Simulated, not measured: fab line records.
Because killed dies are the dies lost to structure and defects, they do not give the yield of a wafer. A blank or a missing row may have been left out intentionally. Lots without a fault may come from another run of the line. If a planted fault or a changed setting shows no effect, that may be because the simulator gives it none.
8D (eight disciplines) problem report, filled in by code -- flow gf180mcu -- the parts of the form that need people (team, actions taken, sign-off) are left out

## 1. WHAT WENT WRONG
Wafers free of any fault read 46.12 ohm/sq (standard deviation 0.086) for NSD_RS at GF_PSD_RS_MEAS_14, against a mean of 47.89 ohm/sq on 2 wafers of 2 lots. That is +21 standard deviations from the usual mean.
The step: measures by four-point-probe.
First seen on wafer L178.2, day 18 02:52, on film_metro-03. The record holds 38 wafers of 13 lots with a number at this step. Rule for "out" (also "out of limits"): further than 4 standard deviations from the usual mean. The rest of the wafers with a number are treated as sound.

## 2. WHAT IT IS, AND WHAT IT ISN'T
question,is,is not
which readings at this step,NSD_RS,-
which lots,"L178, L180","L167, L168, L169, L170, L171, L172, L173, L184, L187, L189, L190"
which wafers of those lots,"L178.2, L180.2","L178.1, L180.1, L180.4"
read on which gauges,"film_metro-01, film_metro-03",film_metro-04
when,from day 18 02:52,"up to then (22 sound wafers); but 14 sound wafers of L180, L184, L187, L189, L190 came after"

## 3. SUSPECTS, AND WHAT RULES EACH OUT
Counting: if a tool at a process step up to the reading ran every lot that is out, it stays a suspect. Sound lots after the first of them don't rule it out here, since some wafers of a struck lot are sound.
- the gauge at GF_PSD_RS_MEAS_14: ruled out. 2 gauges (film_metro-01, film_metro-03) read the wafers that are out.
- rtp_anneal-01 at GF_PSD_RTA_13 (time 20 s): kept. It processed each lot that is out (first: L178, day 18 02:46); up to then, its last sound lot is L171 (day 15 16:14). Its own readings are out on those wafers: run_length_s.
Left after counting: rtp_anneal-01 at GF_PSD_RTA_13.

## 4. THE CAUSE (what the simulator had put in)
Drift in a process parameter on rtp_anneal-01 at GF_PSD_RTA_13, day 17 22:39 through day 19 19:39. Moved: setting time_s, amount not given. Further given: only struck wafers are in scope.
This tool alone remained once counting was done.

## 5. THE CHAIN OF EFFECTS, in route order
One row per reading whose mean, taken over the struck wafers that have a number, lies over 3 standard deviations from the usual. Only readings for which the record gives a usual standard deviation are gone through. hours: the time from each lot's start at the first step in this table that gives one to its start at this step, as a median over the lots. sigmas: the change in usual standard deviations.
hours,step,reading,usual,on struck wafers,change,sigmas
0,GF_PSD_RTA_13,run_length_s,48.6 s,42.1,-6.5,-19
0,GF_PSD_RS_MEAS_14,NSD_RS,46.12 ohm/sq,47.89,+1.77,+21
0,GF_PSD_RS_MEAS_15,PSD_RS,108.54 ohm/sq,113.65,+5.11,+17
Process steps it contains:
- GF_PSD_RTA_13: time 20 s.

## 6. WHAT WOULD HAVE CAUGHT IT SOONER
In this record the first reading out of limits at a measuring or inspecting step was taken at day 18 02:52, 4 hours after the fault began at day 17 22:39.
The tool's own readings at GF_PSD_RTA_13 were out on every struck wafer that the step has a row for (run_length_s): an alarm limit on them would have fired on the first of those.
Among the 2 lots that are out, L180 began GF_PSD_RTA_13 on rtp_anneal-01 after day 18 02:52. A tool hold placed at that time would have kept it from harm.
